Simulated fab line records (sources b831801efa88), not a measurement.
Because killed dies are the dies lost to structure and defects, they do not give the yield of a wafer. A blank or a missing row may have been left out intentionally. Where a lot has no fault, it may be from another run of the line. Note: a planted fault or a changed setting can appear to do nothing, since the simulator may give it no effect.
A struck lot beside a sound one -- flow sky130 -- 15 out of 708 route steps
Sound: these wafers, L720.1, L720.2, L720.6. Struck: wafers L729.2, L729.6 (left out: L729.4, a lot-mate that was not struck); the cause follows at the end.
For every step that has rows: the tool of each side, followed by ch and its chambers, followed by its first start. Under that, the readings that differ: sound wafers -- struck wafers -- difference of the means -- sigmas: that difference in standard deviations of wafers without a fault.
alike: same words and numbers on both sides, and readings whose means sit less than 2 such deviations apart. not compared: any withheld reading, any reading some wafer has no value for, any bound like >300 that may hide the same value, and any number with overlapping values for which the record gives no deviation.
A row with sigmas, a row that says differs or no value, or rows on one side alone: a step with any of these is where the two part. Numbers that don't overlap but have no deviation are shown without sigmas and don't part them. Lack of a reading on every wafer of one side parts them only where that side has two or more wafers.

SKY_CAPM_SPUTTER_02: material TiN, target thk 200 nm, time 166.7 s.
  sound on pvd-sputter-02, day 39 12:50; struck on pvd-sputter-02, day 41 08:50
  alike: throttle-valve-pct
SKY_CAPM_RS_MEAS_03: measures by four-point-probe.
  sound on film-metro-03, day 39 12:56; struck on film-metro-02, day 41 08:58
  alike: CAPM_TIN_RS
SKY_CAPM_THK_MEAS_04: measures by xrf.
  sound on film-metro-03, day 39 13:04; struck on film-metro-02, day 41 09:05
  alike: CAPM_TIN_THK
then, 7 steps without rows for these wafers: SKY_CAPM_DEHYDRATE_05 (time 60 s); SKY_CAPM_HMDS_06 (prime time 60 s); SKY_CAPM_COAT_07 (resist thk 1140 nm); SKY_CAPM_SOFTBAKE_08 (time 60 s); SKY_CAPM_EXPOSE_09 (exposes mask CAPM, target cd 1000 nm); SKY_CAPM_PEB_10; SKY_CAPM_DEVELOP_11 (develop time 60 s).
SKY_CAPM_OVL_MEAS_12:
  sound on overlay-02, day 40 12:36; struck on overlay-01, day 42 09:18
  alike: CAPM_OVL
SKY_CAPM_METAL_ETCH_13: etches TiN in Cl2/BCl3, stops on SiO2, target depth 220 nm, time 62.9 s.
  sound on rie-metal-02 ch 0,1, day 40 12:38; struck on rie-metal-04 ch 0, day 42 09:22
  alike: drypump-motor-current-A, oes-product-au, throttle-valve-pct
  not compared: rf-hours-counter-h
SKY_CAPM_STRIP_14: strips in O2/N2.
  sound on plasma-asher-02 ch 0,1, day 40 12:43; struck on plasma-asher-02 ch 0, day 42 09:29
reading,sound,struck,difference,sigmas
o2-flow-sccm (sccm),3010 3000 3005,2391 2396,-612,-68
oes-product-au (a.u.),0.711 0.716 0.710,0.699 0.706,-0.010,-2
strip-time-to-endpoint-s (s),12.59 12.62 12.59,12.86 12.84,+0.25,+6
  alike: drypump-motor-current-A
  not compared: rf-hours-counter-h
then, 1 step without rows for these wafers: SKY_CAPM_STRIP_15 (strips in post etch residue remover, time 1200 s).
-- the record jumps here: 7 days lie between the struck wafers' starts before and after (it left off in module CAPM and takes up again in module PAD_OPEN, whose first step shown is number 708 of the route) --
SKY_PAD_OPEN_PROBE_99:
  sound on prober-02, day 48 07:27; struck on prober-01, day 49 18:41
  alike: defect-limited-yield, killed_at_M0_to_M3, killed_at_M4_up, killed-at-contacts, killed-at-front-end, killed-at-other, killed-dies, killed-open, killed-short, sort_bin_3_pad_short, sort_bin_5_function, sort_bin_6_memory, sort-n-pass, sort-yield-pct

## WHERE THEY PART
Only at SKY_CAPM_STRIP_14, within this record. Later steps at which nothing parts them and some readings are alike: SKY_PAD_OPEN_PROBE_99.

WHY: whatever the simulator had introduced
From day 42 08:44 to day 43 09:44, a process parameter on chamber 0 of plasma-asher-02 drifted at SKY_CAPM_STRIP_14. The setting o2-flow-sccm was moved by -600, starting from 3000. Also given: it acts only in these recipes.
